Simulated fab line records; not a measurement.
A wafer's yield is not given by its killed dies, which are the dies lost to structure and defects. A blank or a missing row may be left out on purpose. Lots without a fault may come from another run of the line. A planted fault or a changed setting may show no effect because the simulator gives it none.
A lot that was struck, set against a sound lot -- flow gf180mcu -- 27 out of 602 route steps
Sound: these wafers, L478.2, L478.5, L478.6. Wafers struck: L471.1, L471.4, L471.6. The cause is given at the end.
At each step with rows: each side's tool, then ch and its chambers, then its first start. Under that, the readings that differ: sound wafers -- struck wafers -- difference of the means -- sigmas: that difference in standard deviations of wafers without a fault.
alike: same words and numbers on both sides, and readings whose means sit less than 2 such deviations apart. not compared: any withheld reading, any reading some wafer has no value for, any bound like >300 that may hide the same value, and any number with overlapping values for which the record gives no deviation.
A row with sigmas, a row that says differs or no value, or rows on one side alone: a step with any of these is where the two part. Non-overlapping numbers with no deviation appear without sigmas and do not part them. A reading missing from all wafers of one side parts the sides only when that side holds two or more wafers.

first, 3 steps without rows for these wafers: GF_STI_WET_ETCH_27 (etches Si3N4 in H3PO4, target depth 160 nm, time 1825 s); GF_STI_WET_ETCH_28 (etches SiO2 in dHF, target depth 20 nm, time 40 s); GF_STI_OXIDATION_29 (stabilise 600 s, purge 300 s, target thk 10 nm).
GF_STI_THK_MEAS_30:
  sound: film-metro-03 at day 5 06:41; struck: film-metro-02 at day 3 18:13
  alike: STI_OXIDATION_02_THK
then, 8 steps without rows for these wafers: GF_DNWELL_DEHYDRATE_00 (time 60 s); GF_DNWELL_HMDS_01 (prime time 60 s); GF_DNWELL_COAT_02 (resist thk 3000 nm); GF_DNWELL_SOFTBAKE_03; GF_DNWELL_EXPOSE_04 (exposes mask DNWELL, target cd 1700 nm); GF_DNWELL_PEB_05; GF_DNWELL_DEVELOP_06 (develop time 60 s); GF_DNWELL_IMPLANT_07.
GF_DNWELL_STRIP_08: strips in O2/N2.
  sound on plasma-asher-02 ch 0,1, day 5 20:54; struck on plasma-asher-02 ch 0,1, day 4 07:28
  no value came back on the struck wafers for any of 6 readings (chamber-pressure-mTorr (mTorr), drypump-motor-current-A (A) and others); on the sound wafers chamber-pressure-mTorr (mTorr) reads 1501.1 1499.8 1500.5
reading,sound,struck,difference,sigmas
model.coat_of_DNWELL_COAT_02.thk-nm (nm),0 0 0,2987 2996 2987,+2990,
  not compared: rf-hours-counter-h
GF_DNWELL_TW_MEAS_09:
  sound: film-metro-01 at day 5 21:01; struck: film-metro-04 at day 4 07:34
reading,sound,struck,difference,sigmas
DNWELL_TW,1378 1373 1371,1335 1332 1339,-39,-3
then, 7 steps without rows for these wafers: GF_NWELL_DEHYDRATE_00 (time 60 s); GF_NWELL_HMDS_01 (prime time 60 s); GF_NWELL_COAT_02 (resist thk 3000 nm); GF_NWELL_SOFTBAKE_03; GF_NWELL_EXPOSE_04 (exposes mask Nwell, target cd 860 nm); GF_NWELL_PEB_05; GF_NWELL_DEVELOP_06 (develop time 60 s).
GF_NWELL_OVL_MEAS_07:
  sound: overlay-01 at day 6 11:28; struck: overlay-01 at day 4 20:51
  alike: NWELL_OVL
then, 2 steps without rows for these wafers: GF_NWELL_IMPLANT_08; GF_NWELL_IMPLANT_09.
GF_NWELL_STRIP_10: strips in O2/N2.
  sound on plasma-asher-01 ch 0,1, day 6 11:47; struck on plasma-asher-01 ch 0,1, day 4 21:11
reading,sound,struck,difference,sigmas
oes-product-au (a.u.),0.717 0.714 0.719,0.734 0.742 0.736,+0.021,+4
strip-time-to-endpoint-s (s),36.78 36.98 36.89,80.93 81.12 81.00,+44.13,+99 or more
  alike: chamber-pressure-mTorr, drypump-motor-current-A, heater-power-w
  not compared: rf-hours-counter-h
GF_NWELL_TW_MEAS_11:
  sound: film-metro-01 at day 6 11:54; struck: film-metro-02 at day 4 21:17
reading,sound,struck,difference,sigmas
NWELL_TW,1579 1590 1579,30 30 30,-1553,-99 or more
then, 1 step without rows for these wafers: GF_LVPWELL_DEHYDRATE_00 (time 60 s).

== WHERE THEY PART ==
Earliest at GF_DNWELL_STRIP_08; latest, in this record, at GF_NWELL_TW_MEAS_11.

WHY: the cause the simulator had injected
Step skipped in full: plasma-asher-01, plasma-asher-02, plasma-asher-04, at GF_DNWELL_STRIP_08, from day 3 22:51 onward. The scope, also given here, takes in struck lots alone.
